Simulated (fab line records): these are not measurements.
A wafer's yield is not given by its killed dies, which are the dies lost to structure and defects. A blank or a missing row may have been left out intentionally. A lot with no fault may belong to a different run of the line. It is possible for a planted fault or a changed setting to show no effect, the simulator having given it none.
What tool caused it?    flow sky130    route of 708 steps, sampled at 1 step: 7 lots, 21 wafers

WHAT EACH GAUGE READ, for each wafer
SKY_FIELD_ISO_BOW_MEAS_00.
lot   measured     on             INCOMING_BOW (um)
L862  day 2 06:04  film metro-01  3 -7 -5
L864  day 2 16:02  film metro-03  10 2 -14
L868  day 3 12:00  film metro-04  -9 5 10
L871  day 4 03:00  film metro-04  0 -2 -5
L873  day 4 13:00  film metro-04  8 -9 -10
L875  day 4 23:00  film metro-04  4 -7 0
L880  day 6 00:00  film metro-04  0 -4 -6

TOOL THAT RAN EACH LOT (tool first, then ch and the chambers of the sampled wafers, then the start)
There is no process step in the record ahead of these readings.

THE ANSWER, worked out from the rows above alone
Rule: the usual values come from the lots themselves. Put in order of their means at a reading, lots are off if they are a third of the lots or fewer, leave a main group of 4 or more, and stand apart from it by a gap of 3 or more times the standard deviation of the main group's means; of several such gaps the widest counts. The tables above print the reading to a certain number of digits; a main group whose means all agree to those digits is not used. Also off: a lot with no number at a reading for which 4 or more lots have one. All remaining lots with rows at the step are treated as sound.
Nothing can be told from this: no lot is off at any reading shown.

WHAT WAS PUT IN BY THE SIMULATOR
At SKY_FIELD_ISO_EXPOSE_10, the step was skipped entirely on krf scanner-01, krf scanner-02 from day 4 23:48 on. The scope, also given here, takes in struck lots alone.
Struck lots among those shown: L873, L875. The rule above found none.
